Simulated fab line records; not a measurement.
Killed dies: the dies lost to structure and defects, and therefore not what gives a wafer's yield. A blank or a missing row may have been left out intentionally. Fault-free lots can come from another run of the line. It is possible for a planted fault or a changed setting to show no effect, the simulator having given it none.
Split-lot trial    flow sfq line    5 lots, 23 wafers read, on a route of 325 steps

## ON THE SPLIT
At SFQ_TRILAYER_I7_VIA_LITHO_COAT_187 (resist thk 650 nm), the setting spin rpm was moved away from the recipe's 3000 rpm on 8 of the 23 wafers read, by -7.4% to +2.0%. The other wafers ran this setting at the recipe's value.

There is no step in the file separating the split from the reading.

## THE READING
KrF_of_TRILAYER_I7_VIA_LITHO_COAT_187.thk nm (the simulator's own value, which no gauge read), in nm, at SFQ_TRILAYER_I7_VIA_BARC_OPEN_VIA_ETCH_260 (etches BARC in O2, target depth 125 nm, time 41.7 s). The file gives no usual value for it. Average 571.9 nm, standard deviation 1.9 nm, over the 15 wafers here run with the recipe.

wafer   tool, chamber at the split  spin rpm as run, rpm  against the recipe  KrF_of_TRILAYER_I7_VIA_LITHO_COAT_187.thk nm, nm  against lot-mates on the recipe
L075.1  litho track-04, 0           3000                  recipe              572.2                                             -
L075.3  litho track-04, 0           3000                  recipe              569.9                                             -
L075.4  litho track-04, 0           2778                  -7.4%               595.6                                             +24.6
L075.5  litho track-04, 0           2778                  -7.4%               594.8                                             +23.8
L075.6  litho track-04, 0           2778                  -7.4%               596.2                                             +25.2
L077.1  litho track-01, 0           3000                  recipe              571.5                                             -
L077.4  litho track-01, 0           3000                  recipe              574                                               -
L077.6  litho track-01, 0           3000                  recipe              574.1                                             -
L080.1  litho track-04, 0           3000                  recipe              574.1                                             -
L080.2  litho track-04, 0           3000                  recipe              573.7                                             -
L080.4  litho track-04, 0           3000                  recipe              569.4                                             -
L080.5  litho track-04, 0           3000                  recipe              574.3                                             -
L080.6  litho track-04, 0           3000                  recipe              572.7                                             -
L081.2  litho track-03, 0           3000                  recipe              568.9                                             -
L081.3  litho track-03, 0           2907                  -3.1%               580.5                                             +9.9
L081.4  litho track-03, 0           2907                  -3.1%               581.7                                             +11.1
L081.5  litho track-03, 0           3000                  recipe              572                                               -
L081.6  litho track-03, 0           3000                  recipe              571                                               -
L083.1  litho track-01, 0           3060                  +2.0%               567.9                                             -2.1
L083.2  litho track-01, 0           3060                  +2.0%               567.4                                             -2.6
L083.3  litho track-01, 0           3000                  recipe              568.9                                             -
L083.4  litho track-01, 0           3000                  recipe              571.2                                             -
L083.6  litho track-01, 0           3060                  +2.0%               563.7                                             -6.3

FIT RESULTS
A straight line over all 23 wafers: KrF_of_TRILAYER_I7_VIA_LITHO_COAT_187.thk nm changes by -3.14 nm for each +1% of spin rpm; r = -0.98; the points scatter about the line by 1.8 nm.
The same after taking each lot's own level away (the mean of its wafers on the recipe; 23 wafers): -3.16 nm for each +1%; r = -0.98; scatter 1.7 nm.
Per that fit: largest spin rpm move, reading shift of 23 nm.
Measured against the standard deviation above, the lots' own levels, which go from 570.05 to 573.20 nm, span 1.7 times it.
Hence the lot-to-lot level has little effect on the slope; both slopes agree.
Check: for one of the wafers moved furthest among these (-7.4%), held out of the fit, the line's prediction against its lot-mates is +23.7 nm. It came out at +24.6 nm against them.

## THE WHOLE CHAIN: every reading that the file lists as answering this split, in the file's order
step                                        what it does                                         reading                                                                                        change (the file's fit)               r (the file's)
SFQ_TRILAYER_I7_VIA_LITHO_COAT_187          resist thk 650 nm                                    KrF_of_TRILAYER_I7_VIA_LITHO_COAT_187.thk nm (the simulator's own value, which no gauge read)  -3.34 nm for each +1% of the setting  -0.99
SFQ_TRILAYER_I7_VIA_BARC_OPEN_VIA_ETCH_260  etches BARC in O2, target depth 125 nm, time 41.7 s  KrF_of_TRILAYER_I7_VIA_LITHO_COAT_187.thk nm (the simulator's own value, which no gauge read)  -3.23 nm for each +1% of the setting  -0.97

## THE FILE'S OWN FIT
KrF_of_TRILAYER_I7_VIA_LITHO_COAT_187.thk nm changes by -3.23 nm for each +1% of spin rpm, r = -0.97.
